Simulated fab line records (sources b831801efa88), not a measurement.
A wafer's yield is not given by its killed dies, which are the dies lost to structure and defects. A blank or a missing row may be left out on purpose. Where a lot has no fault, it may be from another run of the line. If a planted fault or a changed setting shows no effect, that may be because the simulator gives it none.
Problem report, 8D (eight disciplines) form, completed by code + flow gf180mcu + the parts of the form that need people (team, actions taken, sign-off) are left out

1. THE PROBLEM
NWELL_TW at GF_NWELL_TW_MEAS_11 reads a mean of 1937 on 1 wafer of 1 lot; wafers without a fault read 1572 with a standard deviation of 13. That is +28 standard deviations from the usual mean.
The first sign was on wafer L556.4 at day 6 12:17, on film_metro-02. Wafers with a number at this step in the record: 31, from 11 lots. By rule, "out" or "out of limits" means more than 4 standard deviations away from the usual mean. The other wafers with a number count as sound.

2. WHAT IT IS, WHAT IT ISN'T
| question                    | is                     | is not                                                                          |
|-----------------------------|------------------------|---------------------------------------------------------------------------------|
| which readings at this step | NWELL_TW               | -                                                                               |
| which lots                  | L556                   | L542, L543, L544, L545, L546, L547, L549, L560, L562, L565                      |
| which wafers of those lots  | all that have a number | -                                                                               |
| read on which gauges        | film_metro-02          | film_metro-03, film_metro-04                                                    |
| when                        | from day 6 12:17       | up to then (21 sound wafers); but 9 sound wafers of L560, L562, L565 came after |

3. SUSPECTS, AND WHAT RULES EACH OUT
Counting: a tool stays on the suspect list if, at a process step up to the reading, it processed all lots that are out and no sound lot following the first of them.
- ruled out: the gauge at GF_NWELL_TW_MEAS_11. All the wafers that are out were read on film_metro-02, but those of them that GF_DNWELL_STRIP_08 has rows for are out there too, on other tools.
- litho_track-02 at GF_DNWELL_COAT_02 (resist thk 3000 nm): kept. It ran the lot that is out, L556 (day 5 14:05), and no sound lot after that; its last sound lot up to then is L543 (day 2 17:07).
- plasma_asher-01 at GF_DNWELL_STRIP_08 (strips in O2/N2): kept. It ran the lot that is out, L556 (day 5 20:33), and no sound lot after that; its last sound lot up to then is L549 (day 4 08:37). Its own strip_time_to_endpoint_s readings are out on those wafers.
Remaining after the count are litho_track-02 at GF_DNWELL_COAT_02 and plasma_asher-01 at GF_DNWELL_STRIP_08.

4. THE CAUSE (what the simulator had put in)
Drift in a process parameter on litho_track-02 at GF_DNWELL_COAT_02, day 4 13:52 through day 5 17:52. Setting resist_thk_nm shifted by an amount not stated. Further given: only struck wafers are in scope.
Counting left 2 suspects, and this tool is among them.

5. SEQUENCE OF EFFECTS, ordered by route
Rows list readings where the struck wafers' mean (over those with a number) sits beyond 3 standard deviations from the usual. Readings are gone through only where the record gives a usual standard deviation; hours: the median, over the lots, of the time from a lot's start at the first step in this table giving one to that lot's start at this step; sigmas: the change measured in usual standard deviations.
| hours | step                    | reading                  | usual   | on struck wafers | change | sigmas      |
|-------|-------------------------|--------------------------|---------|------------------|--------|-------------|
| 0     | GF_DNWELL_STRIP_08      | strip_time_to_endpoint_s | 37.00 s | 16.52            | -20.48 | -99 or more |
| 16    | GF_NWELL_TW_MEAS_11     | NWELL_TW                 | 1572    | 1937             | +365   | +28         |
| 31    | GF_LVPWELL_TW_MEAS_11   | LVPWELL_TW               | 558     | 1530             | +972   | +99 or more |
| 48    | GF_MVSD_TW_MEAS_11      | MVSD_TW                  | 1573    | 1932             | +359   | +28         |
| 648   | GF_PASSIVATION_PROBE_99 | killed_at_other          | 0.0     | 1.0              | +1.0   | +4.5        |
Process steps it contains:
- GF_DNWELL_STRIP_08: strips in O2/N2.
- GF_PASSIVATION_PROBE_99

6. HOW IT WOULD HAVE BEEN CAUGHT EARLIER
Counted from the fault's start at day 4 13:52, it took 46 hours until the first out-of-limits reading at a measuring or inspecting step in this record, taken at day 6 12:17.
Tool readings at GF_DNWELL_COAT_02 with a usual standard deviation given in the record: none out on any struck wafer, hence no alarm at a limit of 4 standard deviations on them.
By day 6 12:17, every lot that is out (1) had started GF_DNWELL_COAT_02 on litho_track-02. None of them would have been spared by holding the tool at that moment.
